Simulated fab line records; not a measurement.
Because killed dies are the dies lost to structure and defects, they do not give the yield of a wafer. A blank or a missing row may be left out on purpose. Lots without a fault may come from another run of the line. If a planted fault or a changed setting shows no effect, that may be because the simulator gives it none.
The tool behind it: which one?	flow gf180mcu	72 wafers from 24 lots sampled at 4 of the route's 602 steps

WHAT EACH GAUGE READ, for each wafer
GF_M3_RS_MEAS_05: measures by four-point-probe. Usual: M3_ALCU_RS 0.0698 ohm/sq, standard deviation 0.00062.
lot	measured	on	M3_ALCU_RS (ohm/sq)	flag
L074	day 20 17:52	film metro-03	0.0694 0.0695 0.0686	
L075	day 20 23:41	film metro-02	0.0687 0.0696 0.0697	
L076	day 21 16:01	film metro-03	0.0702 0.0706 0.0704	
L077	day 22 08:52	film metro-02	0.0695 0.0688 0.0689	
L078	day 22 18:55	film metro-03	0.0693 0.0690 0.0694	
L079	day 23 08:57	film metro-02	0.0701 0.0697 0.0702	
L081	day 23 12:25	film metro-02	0.0703 0.0698 0.0701	
L080	day 23 17:04	film metro-03	0.0706 0.0701 0.0712	
L082	day 24 00:28	film metro-03	0.0699 0.0700 0.0701	
L084	day 24 11:18	film metro-03	0.0701 0.0701 0.0701	
L083	day 24 16:03	film metro-03	0.0699 0.0705 0.0701	
L085	day 25 01:08	film metro-03	0.0703 0.0705 0.0703	
L086	day 25 02:07	film metro-03	0.0694 0.0698 0.0695	
L087	day 25 12:41	film metro-03	0.0693 0.0690 0.0693	
L088	day 25 21:05	film metro-03	0.0694 0.0697 0.0701	
L090	day 26 13:41	film metro-02	0.0698 0.0700 0.0695	
L089	day 26 14:47	film metro-02	0.0700 0.0706 0.0705	
L091	day 26 18:38	film metro-03	0.0691 0.0704 0.0696	
L092	day 27 07:02	film metro-03	0.0694 0.0691 0.0695	
L093	day 27 14:43	film metro-01	0.0691 0.0692 0.0695	
L094	day 27 16:52	film metro-01	0.0694 0.0699 0.0700	
L095	day 27 21:07	film metro-03	0.0696 0.0696 0.0704	
L097	day 28 11:35	film metro-03	0.0696 0.0698 0.0695	
L096	day 28 13:17	film metro-03	0.0696 0.0691 0.0690	

GF_V3_CD_MEAS_14: target cd 260 nm. Usual: cd nm reads 259.8 nm (standard deviation 1.1).
lot	measured	on	cd nm (nm)	flag
L074	day 22 20:37	cd sem-02	259.4 259.1 258.2	
L075	day 23 01:43	cd sem-01	261.5 261.7 261.0	
L076	day 23 17:14	cd sem-01	259.5 258.3 257.8	
L077	day 24 08:23	cd sem-01	260.9 260.4 260.4	
L078	day 24 18:07	cd sem-02	260.0 260.3 258.6	
L079	day 25 07:29	cd sem-01	259.8 259.8 260.7	
L081	day 25 10:34	cd sem-02	261.0 259.8 261.1	
L080	day 25 14:58	cd sem-02	262.1 260.1 260.8	
L082	day 25 21:58	cd sem-02	260.3 262.2 259.5	
L084	day 26 08:10	cd sem-01	259.7 258.2 259.2	
L083	day 26 12:49	cd sem-02	257.8 258.6 258.4	
L085	day 26 21:58	cd sem-02	258.3 258.1 258.8	
L086	day 26 22:47	cd sem-01	258.9 259.9 259.5	
L087	day 27 07:20	cd sem-01	260.0 258.9 260.8	
L088	day 27 16:25	cd sem-02	260.0 261.0 260.4	
L090	day 28 07:46	cd sem-01	259.7 258.8 258.9	
L089	day 28 08:19	cd sem-01	260.2 260.2 261.1	
L091	day 28 13:40	cd sem-02	261.7 261.4 261.1	
L092	day 29 00:32	cd sem-01	259.8 260.1 259.0	
L093	day 29 08:04	cd sem-01	257.9 258.4 258.5	
L094	day 29 09:23	cd sem-02	259.4 260.1 260.3	
L095	day 29 14:24	cd sem-02	259.8 258.9 259.8	
L097	day 30 03:09	cd sem-02	258.4 258.7 258.5	
L096	day 30 04:52	cd sem-02	258.8 260.4 260.0	

EACH LOT AND THE TOOL THAT RAN IT (in order: tool; ch and the chambers of the sampled wafers; start)
lot	GF_CONTACT_ETCH_17	GF_M2_SPUTTER_01
L074	rie diel-02 ch 0,1,2, day 18 13:16 or earlier	pvd sputter-01, day 18 13:16
L075	rie diel-02 ch 1,2,3, day 18 19:11 or earlier	pvd sputter-03, day 18 19:11
L076	rie diel-01 ch 1,2, day 19 11:05 or earlier	pvd sputter-03, day 19 11:05
L077	rie diel-01 ch 0,1,3, day 20 04:31 or earlier	pvd sputter-04, day 20 04:31
L078	rie diel-02 ch 0,1,2, day 20 14:09 or earlier	pvd sputter-04, day 20 14:09
L079	rie diel-02 ch 0,2,3, day 21 05:07 or earlier	pvd sputter-01, day 21 05:07
L081	rie diel-02 ch 0,3, day 21 09:58 or earlier	pvd sputter-03, day 21 09:58
L080	rie diel-02 ch 0,1,2, day 21 14:49 or earlier	pvd sputter-04, day 21 14:49
L082	rie diel-01 ch 2,3, day 21 22:47 or earlier	pvd sputter-04, day 21 22:47
L084	rie diel-03 ch 0,1,2, day 22 09:07 or earlier	pvd sputter-01, day 22 09:07
L083	rie diel-02 ch 2,3, day 22 14:35 or earlier	pvd sputter-04, day 22 14:35
L085	rie diel-02 ch 1,2,3, day 22 23:41 or earlier	pvd sputter-01, day 22 23:41
L086	rie diel-01 ch 0,1,2, day 23 01:36 or earlier	pvd sputter-03, day 23 01:36
L087	rie diel-02 ch 1,2,3, day 23 11:55 or earlier	pvd sputter-04, day 23 11:55
L088	rie diel-01 ch 0,1,3, day 23 21:35 or earlier	pvd sputter-01, day 23 21:35
L090	rie diel-01 ch 1,2, day 24 14:40 or earlier	pvd sputter-03, day 24 14:40
L089	rie diel-02 ch 1,2,3, day 24 15:38 or earlier	pvd sputter-01, day 24 15:38
L091	rie diel-01 ch 0,1,3, day 24 20:41 or earlier	pvd sputter-04, day 24 20:41
L092	rie diel-03 ch 1,2, day 25 09:26 or earlier	pvd sputter-01, day 25 09:26
L093	rie diel-01 ch 0,3, day 25 16:54 or earlier	pvd sputter-04, day 25 16:54
L094	rie diel-03 ch 2,3, day 25 18:58 or earlier	pvd sputter-04, day 25 18:58
L095	rie diel-03 ch 1,3, day 25 23:01 or earlier	pvd sputter-04, day 25 23:01
L097	rie diel-01 ch 1,2, day 26 14:47 or earlier	pvd sputter-04, day 26 14:47
L096	rie diel-02 ch 0,1,3, day 26 17:29 or earlier	pvd sputter-04, day 26 17:29
- GF_CONTACT_ETCH_17: etches SiO2 in C4F8/O2/Ar, stops on CoSi2, target depth 860 nm.
- GF_M2_SPUTTER_01: material TiN, target thk 30 nm, time 25 s.

WHAT THE TOOLS THEMSELVES READ (means of the sampled wafers that have a number; where no wafer has one, the mark that the record gives instead)
GF_CONTACT_ETCH_17. Usual: chamber pressure mTorr 40.00 mTorr, standard deviation 0.037; oes product au 0.815 a.u., standard deviation 0.0047.
lot	tool	chamber pressure mTorr (mTorr)	oes product au (a.u.)	flag
L074	rie diel-02	39.98	0.817	
L075	rie diel-02	39.98	0.819	
L076	rie diel-01	39.99	0.816	
L077	rie diel-01	39.99	0.818	
L078	rie diel-02	39.97	0.817	
L079	rie diel-02	39.99	0.814	
L081	rie diel-02	39.97	0.815	
L080	rie diel-02	39.99	0.811	
L082	rie diel-01	40.02	0.819	
L084	rie diel-03	39.98	0.821	
L083	rie diel-02	40.04	0.819	
L085	rie diel-02	40.02	0.815	
L086	rie diel-01	39.99	0.817	
L087	rie diel-02	39.98	0.812	
L088	rie diel-01	40.01	0.813	
L090	rie diel-01	39.99	0.817	
L089	rie diel-02	40.01	0.815	
L091	rie diel-01	40.02	0.813	
L092	rie diel-03	39.99	0.815	
L093	rie diel-01	40.00	0.810	
L094	rie diel-03	39.97	0.809	
L095	rie diel-03	40.00	0.811	
L097	rie diel-01	40.01	0.819	
L096	rie diel-02	40.00	0.812	

GF_M2_SPUTTER_01. Usual: throttle valve pct reads 30.2 % (standard deviation 0.89).
lot	tool	throttle valve pct (%)	flag
L074	pvd sputter-01	30.7	
L075	pvd sputter-03	30.1	
L076	pvd sputter-03	29.4	
L077	pvd sputter-04	30.4	
L078	pvd sputter-04	30.1	
L079	pvd sputter-01	29.9	
L081	pvd sputter-03	29.5	
L080	pvd sputter-04	30.3	
L082	pvd sputter-04	29.9	
L084	pvd sputter-01	30.6	
L083	pvd sputter-04	29.7	
L085	pvd sputter-01	30.0	
L086	pvd sputter-03	29.5	
L087	pvd sputter-04	29.9	
L088	pvd sputter-01	30.6	
L090	pvd sputter-03	30.4	
L089	pvd sputter-01	30.0	
L091	pvd sputter-04	30.2	
L092	pvd sputter-01	29.8	
L093	pvd sputter-04	29.5	
L094	pvd sputter-04	30.1	
L095	pvd sputter-04	30.3	
L097	pvd sputter-04	30.1	
L096	pvd sputter-04	30.0	

THE ANSWER, worked out from the rows above alone
Rule: a lot counts as off when the mean over its wafers that have a number is more than 3 standard deviations away from the usual mean. A lot without any number at a reading at which 4 lots or more have one is off too. Where the step has rows for the other lots, those lots are counted as sound. The gauges are gone through in route order, then the tools' own readings, and for those a lot's mean is taken as printed above. At the first step where some lot is off, the reading lying furthest off is the one used; lots without a number count as furthest.
Across all readings shown, no lot is off: no conclusion can be drawn from this.

WHAT HAD BEEN PUT IN BY THE SIMULATOR
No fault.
